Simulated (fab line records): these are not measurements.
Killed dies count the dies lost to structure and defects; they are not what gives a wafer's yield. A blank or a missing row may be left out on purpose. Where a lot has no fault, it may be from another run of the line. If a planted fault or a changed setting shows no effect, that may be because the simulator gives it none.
What tool caused it? || flow gf180mcu || Sampling: 13 lots, 39 wafers, 6 of 602 route steps

WHAT THE GAUGES READ, wafer by wafer
GF_NWELL_OVL_MEAS_07.
{"lot": "L918", "measured": "day 3 08:37", "on": "overlay-01", "NWELL_OVL (nm)": "0.8 0.9 0.5"}
{"lot": "L919", "measured": "day 3 12:52", "on": "overlay-02", "NWELL_OVL (nm)": "0.9 1.8 0.5"}
{"lot": "L920", "measured": "day 3 18:40", "on": "overlay-02", "NWELL_OVL (nm)": "1.8 1.3 -0.5"}
{"lot": "L921", "measured": "day 3 22:44", "on": "overlay-02", "NWELL_OVL (nm)": "-0.3 0.2 -0.9"}
{"lot": "L923", "measured": "day 4 10:29", "on": "overlay-02", "NWELL_OVL (nm)": "-1.5 -1.5 -0.9"}
{"lot": "L927", "measured": "day 5 08:37", "on": "overlay-02", "NWELL_OVL (nm)": "0.8 2.3 -1.1"}
{"lot": "L928", "measured": "day 5 14:08", "on": "overlay-02", "NWELL_OVL (nm)": "-1.0 0.9 1.2"}
{"lot": "L932", "measured": "day 6 10:58", "on": "overlay-02", "NWELL_OVL (nm)": "-1.1 -0.9 -2.4"}
{"lot": "L933", "measured": "day 6 19:11", "on": "overlay-02", "NWELL_OVL (nm)": "-0.5 -0.4 -0.8"}
{"lot": "L935", "measured": "day 7 03:49", "on": "overlay-02", "NWELL_OVL (nm)": "-0.3 -1.0 -0.2"}
{"lot": "L936", "measured": "day 7 10:17", "on": "overlay-01", "NWELL_OVL (nm)": "-0.6 -1.5 -0.7"}
{"lot": "L937", "measured": "day 7 15:16", "on": "overlay-02", "NWELL_OVL (nm)": "0.4 0.3 1.3"}
{"lot": "L938", "measured": "day 7 21:01", "on": "overlay-01", "NWELL_OVL (nm)": "1.7 2.8 1.2"}

GF_LVPWELL_TW_MEAS_11.
{"lot": "L918", "measured": "day 3 21:52", "on": "filmMetro-01", "LVPWELL_TW": "560 561 561"}
{"lot": "L919", "measured": "day 4 01:45", "on": "filmMetro-01", "LVPWELL_TW": "565 564 566"}
{"lot": "L920", "measured": "day 4 08:18", "on": "filmMetro-01", "LVPWELL_TW": "564 562 561"}
{"lot": "L921", "measured": "day 4 12:56", "on": "filmMetro-04", "LVPWELL_TW": "556 556 552"}
{"lot": "L923", "measured": "day 5 00:41", "on": "filmMetro-03", "LVPWELL_TW": "548 553 551"}
{"lot": "L927", "measured": "day 5 23:13", "on": "filmMetro-01", "LVPWELL_TW": "564 566 565"}
{"lot": "L928", "measured": "day 6 05:25", "on": "filmMetro-04", "LVPWELL_TW": "548 550 548"}
{"lot": "L932", "measured": "day 7 03:18", "on": "filmMetro-04", "LVPWELL_TW": "548 549 550"}
{"lot": "L933", "measured": "day 7 11:42", "on": "filmMetro-01", "LVPWELL_TW": "563 560 561"}
{"lot": "L935", "measured": "day 7 20:16", "on": "filmMetro-03", "LVPWELL_TW": "552 556 556"}
{"lot": "L936", "measured": "day 8 03:02", "on": "filmMetro-01", "LVPWELL_TW": "561 559 563"}
{"lot": "L937", "measured": "day 8 08:29", "on": "filmMetro-03", "LVPWELL_TW": "554 552 552"}
{"lot": "L938", "measured": "day 8 15:19", "on": "filmMetro-01", "LVPWELL_TW": "560 560 561"}

GF_VT_IMPLANT_OVL_MEAS_18.
{"lot": "L918", "measured": "day 6 04:49", "on": "overlay-01", "VT_IMPLANT_01_OVL (nm)": "-0.7 2.2 1.2"}
{"lot": "L919", "measured": "day 6 10:00", "on": "overlay-01", "VT_IMPLANT_01_OVL (nm)": "-2.5 0.4 -3.5"}
{"lot": "L920", "measured": "day 6 17:25", "on": "overlay-02", "VT_IMPLANT_01_OVL (nm)": "0.6 2.2 2.1"}
{"lot": "L921", "measured": "day 6 23:10", "on": "overlay-01", "VT_IMPLANT_01_OVL (nm)": "0.7 1.0 0.0"}
{"lot": "L923", "measured": "day 7 12:14", "on": "overlay-01", "VT_IMPLANT_01_OVL (nm)": "- - -"}
{"lot": "L927", "measured": "day 8 15:40", "on": "overlay-02", "VT_IMPLANT_01_OVL (nm)": "-0.1 -0.1 0.5"}
{"lot": "L928", "measured": "day 8 21:49", "on": "overlay-02", "VT_IMPLANT_01_OVL (nm)": "1.0 -0.2 2.6"}
{"lot": "L932", "measured": "day 9 23:53", "on": "overlay-02", "VT_IMPLANT_01_OVL (nm)": "-3.0 -0.9 -0.5"}
{"lot": "L933", "measured": "day 10 08:40", "on": "overlay-02", "VT_IMPLANT_01_OVL (nm)": "0.8 1.4 -1.7"}
{"lot": "L935", "measured": "day 10 18:50", "on": "overlay-01", "VT_IMPLANT_01_OVL (nm)": "-2.5 -2.1 -1.0"}
{"lot": "L936", "measured": "day 11 02:55", "on": "overlay-01", "VT_IMPLANT_01_OVL (nm)": "-0.2 0.2 0.9"}
{"lot": "L937", "measured": "day 11 08:29", "on": "overlay-01", "VT_IMPLANT_01_OVL (nm)": "4.1 4.2 3.4"}
{"lot": "L938", "measured": "day 11 15:32", "on": "overlay-02", "VT_IMPLANT_01_OVL (nm)": "1.3 1.0 0.3"}

GF_VT_IMPLANT_TW_MEAS_21.
{"lot": "L918", "measured": "day 6 05:06", "on": "filmMetro-01", "VT_IMPLANT_2_TW": "1221 1207 1212"}
{"lot": "L919", "measured": "day 6 10:17", "on": "filmMetro-03", "VT_IMPLANT_2_TW": "1211 1207 1209"}
{"lot": "L920", "measured": "day 6 17:42", "on": "filmMetro-02", "VT_IMPLANT_2_TW": "1211 1221 1216"}
{"lot": "L921", "measured": "day 6 23:28", "on": "filmMetro-01", "VT_IMPLANT_2_TW": "1213 1219 1217"}
{"lot": "L923", "measured": "day 7 12:32", "on": "filmMetro-03", "VT_IMPLANT_2_TW": "30 30 30"}
{"lot": "L927", "measured": "day 8 15:56", "on": "filmMetro-01", "VT_IMPLANT_2_TW": "1215 1214 1218"}
{"lot": "L928", "measured": "day 8 22:06", "on": "filmMetro-02", "VT_IMPLANT_2_TW": "1233 1238 1230"}
{"lot": "L932", "measured": "day 10 00:10", "on": "filmMetro-02", "VT_IMPLANT_2_TW": "1227 1225 1231"}
{"lot": "L933", "measured": "day 10 08:57", "on": "filmMetro-01", "VT_IMPLANT_2_TW": "1225 1224 1226"}
{"lot": "L935", "measured": "day 10 19:07", "on": "filmMetro-03", "VT_IMPLANT_2_TW": "1200 1204 1199"}
{"lot": "L936", "measured": "day 11 03:13", "on": "filmMetro-03", "VT_IMPLANT_2_TW": "1196 1199 1206"}
{"lot": "L937", "measured": "day 11 08:46", "on": "filmMetro-02", "VT_IMPLANT_2_TW": "1237 1237 1234"}
{"lot": "L938", "measured": "day 11 15:50", "on": "filmMetro-01", "VT_IMPLANT_2_TW": "1222 1218 1218"}

GF_VT_IMPLANT_TW_MEAS_32.
{"lot": "L918", "measured": "day 6 20:24", "on": "filmMetro-02", "VT_IMPLANT_3_TW": "270 271 271"}
{"lot": "L919", "measured": "day 7 01:57", "on": "filmMetro-03", "VT_IMPLANT_3_TW": "266 267 266"}
{"lot": "L920", "measured": "day 7 09:05", "on": "filmMetro-02", "VT_IMPLANT_3_TW": "273 272 272"}
{"lot": "L921", "measured": "day 7 15:13", "on": "filmMetro-01", "VT_IMPLANT_3_TW": "270 270 270"}
{"lot": "L923", "measured": "day 8 05:38", "on": "filmMetro-03", "VT_IMPLANT_3_TW": "1198 1199 1196"}
{"lot": "L927", "measured": "day 9 09:11", "on": "filmMetro-03", "VT_IMPLANT_3_TW": "266 266 266"}
{"lot": "L928", "measured": "day 9 15:14", "on": "filmMetro-02", "VT_IMPLANT_3_TW": "272 273 273"}
{"lot": "L932", "measured": "day 10 18:51", "on": "filmMetro-02", "VT_IMPLANT_3_TW": "271 271 272"}
{"lot": "L933", "measured": "day 11 03:29", "on": "filmMetro-02", "VT_IMPLANT_3_TW": "274 273 274"}
{"lot": "L935", "measured": "day 11 13:35", "on": "filmMetro-02", "VT_IMPLANT_3_TW": "274 274 274"}
{"lot": "L936", "measured": "day 11 21:58", "on": "filmMetro-02", "VT_IMPLANT_3_TW": "273 273 273"}
{"lot": "L937", "measured": "day 12 03:36", "on": "filmMetro-03", "VT_IMPLANT_3_TW": "267 266 265"}
{"lot": "L938", "measured": "day 12 11:30", "on": "filmMetro-02", "VT_IMPLANT_3_TW": "272 272 272"}

WHAT TOOL EACH LOT RAN ON (gives the tool, then ch and the chambers of the sampled wafers, and finally the start)
{"lot": "L918", "GF_VT_IMPLANT_EXPOSE_15": "ilineStepper-01 ch 0, day 5 21:22"}
{"lot": "L919", "GF_VT_IMPLANT_EXPOSE_15": "ilineStepper-01 ch 0, day 6 03:13"}
{"lot": "L920", "GF_VT_IMPLANT_EXPOSE_15": "ilineStepper-02 ch 0, day 6 10:07"}
{"lot": "L921", "GF_VT_IMPLANT_EXPOSE_15": "ilineStepper-02 ch 0, day 6 15:36"}
{"lot": "L923", "GF_VT_IMPLANT_EXPOSE_15": "ilineStepper-02 ch 0, day 7 04:37"}
{"lot": "L927", "GF_VT_IMPLANT_EXPOSE_15": "ilineStepper-02 ch 0, day 8 07:31"}
{"lot": "L928", "GF_VT_IMPLANT_EXPOSE_15": "ilineStepper-02 ch 0, day 8 13:16"}
{"lot": "L932", "GF_VT_IMPLANT_EXPOSE_15": "ilineStepper-01 ch 0, day 9 14:38"}
{"lot": "L933", "GF_VT_IMPLANT_EXPOSE_15": "ilineStepper-01 ch 0, day 10 00:04"}
{"lot": "L935", "GF_VT_IMPLANT_EXPOSE_15": "ilineStepper-02 ch 0, day 10 09:20"}
{"lot": "L936", "GF_VT_IMPLANT_EXPOSE_15": "ilineStepper-02 ch 0, day 10 18:18"}
{"lot": "L937", "GF_VT_IMPLANT_EXPOSE_15": "ilineStepper-02 ch 0, day 10 23:20"}
{"lot": "L938", "GF_VT_IMPLANT_EXPOSE_15": "ilineStepper-02 ch 0, day 11 05:59"}
- GF_VT_IMPLANT_EXPOSE_15: exposes mask Nwell LV AREA, target cd 860 nm.

AS READ BY THE TOOLS THEMSELVES (means over the sampled wafers that have a number; for cases with no such wafer, the mark the record gives instead)
The record holds no such reading with a usual standard deviation.

THE ANSWER, worked out from the rows above alone
Rule: usual is defined by the lots themselves. Put in order of their means at a reading, lots are off if they are a third of the lots or fewer, leave a main group of 4 or more, and stand apart from it by a gap of 3 or more times the standard deviation of the main group's means; of several such gaps the widest counts. Not used: any main group whose means are identical at the precision the tables above print for the reading. A lot without any number at a reading at which 4 lots or more have one is off too. Any other lot the step has rows for is counted as sound. First the gauges in route order, then the tools' own readings, where a lot's mean is used as printed above. At the first step where some lot is off, the reading lying furthest off is the one used; lots without a number count as furthest.
Off: L923, at GF_VT_IMPLANT_OVL_MEAS_18 (VT_IMPLANT_01_OVL). Without a number there: L923. The main group: mean 0.4 nm, standard deviation 1.5.
A tool fits if, at a process step before that reading, it ran every lot that is off, and no sound lot after the first of them. The gauges at GF_VT_IMPLANT_OVL_MEAS_18 aren't tried: what is off there is off at GF_VT_IMPLANT_TW_MEAS_21 too, on other tools, and a gauge's error can't cause that. No candidate that was tried fits.

WHAT WAS PUT IN BY THE SIMULATOR
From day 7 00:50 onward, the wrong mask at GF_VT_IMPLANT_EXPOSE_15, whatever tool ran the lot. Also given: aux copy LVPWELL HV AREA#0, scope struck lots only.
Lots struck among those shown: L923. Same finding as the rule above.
